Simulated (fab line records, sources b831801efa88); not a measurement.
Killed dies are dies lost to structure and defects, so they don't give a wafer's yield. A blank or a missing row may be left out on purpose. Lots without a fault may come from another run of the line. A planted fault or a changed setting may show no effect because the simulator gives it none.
One fault seen from 2 desks | flow sky130 | each desk has only its own numbers; what lay behind them comes last

THE TOOL OWNER'S DESK: pvd_sputter-01
The tool's own readings at SKY_METAL4_SPUTTER_04 (material TiN, target thk 70 nm, time 58.3 s): means of the sampled wafers that have a number, for each lot that ran on this tool. A lot is out of limits, marked OUT, if its mean lies more than 4 standard deviations from the usual mean; the brackets give that distance.
Columns: A = throttle_valve_pct at SKY_METAL4_SPUTTER_04, usual 29.6 %
lot  | first seen here | A
L840 | day 40 13:25    | 29.2
L848 | day 43 03:17    | 29.9
L849 | day 43 08:16    | 29.9
L860 | day 46 02:22    | 29.9
This desk's finding: nothing out of limits on any of the 4 lots.

THE METROLOGY DESK
What the gauges read, lot by lot, whatever tool the lot ran on: means of the sampled wafers that have a number. A lot is out of limits, marked OUT, if its mean lies more than 4 standard deviations from the usual mean; the brackets give that distance.
Columns: A = CAP2M_TIN_RS at SKY_CAP2M_RS_MEAS_03, usual 6.93 ohm/sq; B = METAL4_OVL at SKY_METAL4_OVL_MEAS_14, usual 2 nm
lot  | first seen here | A    | B
L840 | day 40 13:39    | 7.03 | -3
L842 | day 41 07:44    | 6.99 | 10
L846 | day 43 01:03    | 6.80 | -1
L847 | day 43 02:02    | 6.72 | -2
L848 | day 43 03:32    | 6.93 | -0
L849 | day 43 08:30    | 6.96 | -3
L852 | day 44 07:26    | 6.91 | 9
L858 | day 45 15:57    | 7.08 | 5
L859 | day 46 01:12    | 6.86 | -7
L860 | day 46 02:38    | 6.95 | 5
L861 | day 46 05:02    | 6.86 | -5
This desk's finding: nothing out of limits on any of the 11 lots.

PUT TOGETHER
The tool owner's desk saw nothing out of limits.
The metrology desk saw nothing out of limits.

WHAT THE SIMULATOR HAD PUT IN
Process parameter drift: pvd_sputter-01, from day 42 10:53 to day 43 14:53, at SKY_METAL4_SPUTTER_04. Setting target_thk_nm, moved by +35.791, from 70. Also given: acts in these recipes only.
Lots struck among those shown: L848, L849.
